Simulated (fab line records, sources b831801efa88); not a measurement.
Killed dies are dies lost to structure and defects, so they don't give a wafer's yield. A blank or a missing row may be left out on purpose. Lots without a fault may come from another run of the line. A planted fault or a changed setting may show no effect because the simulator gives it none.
Which tool did it? | flow gf180mcu | 14 lots, 42 wafers sampled, at 3 steps of a route of 602

WHAT THE GAUGES READ, wafer by wafer
GF_M2_RS_MEAS_05: measures by four-point-probe.
lot  | measured     | on            | M2_ALCU_RS (ohm/sq)
L208 | day 18 15:25 | film_metro-01 | 0.0672 0.0669 0.0664
L209 | day 19 01:14 | film_metro-03 | 0.0675 0.0679 0.0678
L210 | day 19 04:10 | film_metro-01 | 0.0678 0.0687 0.0679
L213 | day 20 13:22 | film_metro-01 | 0.0674 0.0666 0.0672
L219 | day 22 23:53 | film_metro-03 | 0.0676 0.0679 0.0682
L220 | day 23 11:05 | film_metro-01 | 0.0676 0.0679 0.0677
L221 | day 23 13:41 | film_metro-04 | 0.0668 0.0673 0.0674
L222 | day 23 19:44 | film_metro-03 | 0.0667 0.0665 0.0667
L225 | day 24 21:31 | film_metro-03 | 0.0670 0.0679 0.0670
L226 | day 25 04:04 | film_metro-01 | 0.0678 0.0673 0.0674
L227 | day 25 07:20 | film_metro-01 | 0.0686 0.0676 0.0676
L228 | day 25 18:04 | film_metro-03 | 0.0678 0.0668 0.0672
L229 | day 26 01:50 | film_metro-04 | 0.0676 0.0680 0.0677
L230 | day 26 08:13 | film_metro-03 | 0.0680 0.0682 0.0678

WHICH TOOL RAN EACH LOT (tool, then ch and the chambers of the sampled wafers, then the start)
lot  | GF_HV_LDD_IMPLANT_21            | GF_M1_SPUTTER_00
L208 | implanter-03 ch 0, day 11 02:58 | pvd_sputter-01, day 16 13:49
L209 | implanter-01 ch 0, day 11 10:30 | pvd_sputter-02, day 16 22:25
L210 | implanter-04 ch 0, day 11 14:47 | pvd_sputter-04, day 17 02:05
L213 | implanter-03 ch 0, day 12 16:06 | pvd_sputter-02, day 18 09:24
L219 | implanter-03 ch 0, day 14 18:37 | pvd_sputter-04, day 20 21:26
L220 | implanter-03 ch 0, day 15 01:53 | pvd_sputter-02, day 21 09:02
L221 | implanter-03 ch 0, day 15 10:10 | pvd_sputter-01, day 21 12:20
L222 | implanter-03 ch 0, day 15 14:49 | pvd_sputter-04, day 21 17:57
L225 | implanter-01 ch 0, day 16 14:14 | pvd_sputter-01, day 22 21:08
L226 | implanter-04 ch 0, day 16 20:12 | pvd_sputter-04, day 23 03:46
L227 | implanter-01 ch 0, day 17 02:43 | pvd_sputter-04, day 23 07:50
L228 | implanter-04 ch 0, day 17 11:58 | pvd_sputter-02, day 23 19:14
L229 | implanter-04 ch 0, day 17 21:04 | pvd_sputter-04, day 24 03:25
L230 | implanter-04 ch 0, day 18 03:15 | pvd_sputter-01, day 24 09:59
- GF_HV_LDD_IMPLANT_21
- GF_M1_SPUTTER_00: material Ti, target thk 37.5 nm, time 150 s.

WHAT THE TOOLS THEMSELVES READ (means of the sampled wafers that have a number; where no wafer has one, the mark that the record gives instead)
GF_HV_LDD_IMPLANT_21.
lot  | tool         | beam_on_s (s) | end_station_pressure_torr (Torr) | faraday_current_uA
L208 | implanter-03 | 10.03         | 5.2e-06                          | 281
L209 | implanter-01 | 10.11         | 5.0e-06                          | 279
L210 | implanter-04 | 10.33         | 4.9e-06                          | 272
L213 | implanter-03 | 10.09         | 5.4e-06                          | 279
L219 | implanter-03 | 9.94          | 5.5e-06                          | 283
L220 | implanter-03 | 10.02         | 5.1e-06                          | 281
L221 | implanter-03 | 11.42         | 5.9e-05                          | 250
L222 | implanter-03 | 11.32         | 5.7e-05                          | 251
L225 | implanter-01 | 9.99          | 5.3e-06                          | 281
L226 | implanter-04 | 9.99          | 5.1e-06                          | 283
L227 | implanter-01 | 10.00         | 5.2e-06                          | 282
L228 | implanter-04 | 9.88          | 5.3e-06                          | 285
L229 | implanter-04 | 9.93          | 5.2e-06                          | 284
L230 | implanter-04 | 10.01         | 4.9e-06                          | 282

GF_M1_SPUTTER_00.
lot  | tool           | throttle_valve_pct (%)
L208 | pvd_sputter-01 | 29.9
L209 | pvd_sputter-02 | 29.9
L210 | pvd_sputter-04 | 29.3
L213 | pvd_sputter-02 | 30.4
L219 | pvd_sputter-04 | 28.6
L220 | pvd_sputter-02 | 31.1
L221 | pvd_sputter-01 | 30.1
L222 | pvd_sputter-04 | 28.8
L225 | pvd_sputter-01 | 30.5
L226 | pvd_sputter-04 | 29.1
L227 | pvd_sputter-04 | 29.4
L228 | pvd_sputter-02 | 30.0
L229 | pvd_sputter-04 | 28.8
L230 | pvd_sputter-01 | 30.6

THE ANSWER, worked out from the rows above alone
Rule: what is usual is taken from the lots themselves. Put in order of their means at a reading, lots are off if they are a third of the lots or fewer, leave a main group of 4 or more, and stand apart from it by a gap of 3 or more times the standard deviation of the main group's means; of several such gaps the widest counts. A main group whose means are all the same, to the digits that the tables above print for the reading, isn't used. A lot without any number at a reading at which 4 lots or more have one is off too. The other lots that the step has rows for count as sound. The gauges are gone through in route order, then the tools' own readings, and for those a lot's mean is taken as printed above. The first step at which some lot is off is used, and at that step the reading that is off furthest; a lot without a number counts as furthest.
Off: L221, L222, at GF_HV_LDD_IMPLANT_21 (end_station_pressure_torr). The main group: mean 5.2e-06 Torr, standard deviation 1.8e-07.
A tool fits if, at that step or a process step before it, it ran every lot that is off, and no sound lot after the first of them. One fits: implanter-03 at GF_HV_LDD_IMPLANT_21. Its last sound lot is L220 (day 15 01:53), its first lot that is off L221 (day 15 10:10): a fault that began between those two fits.
The tool's own readings at GF_HV_LDD_IMPLANT_21 bear it out: on the lots that are off they differ by more than 5 times the standard deviation of the sound lots' means. beam_on_s reads 11.37 s there against 10.03 s on the sound lots; end_station_pressure_torr reads 5.8e-05 Torr there against 5.2e-06 Torr on the sound lots; faraday_current_uA reads 250 there against 281 on the sound lots.

WHAT THE SIMULATOR HAD PUT IN
Process parameter drift: implanter-03, from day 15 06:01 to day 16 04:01, at GF_HV_LDD_IMPLANT_21. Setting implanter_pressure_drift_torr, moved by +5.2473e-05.
Process parameter drift: implanter-03, from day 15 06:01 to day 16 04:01, at GF_HV_LDD_IMPLANT_21. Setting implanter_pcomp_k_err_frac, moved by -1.
Lots struck among those shown: L221, L222. The rule above found the same.
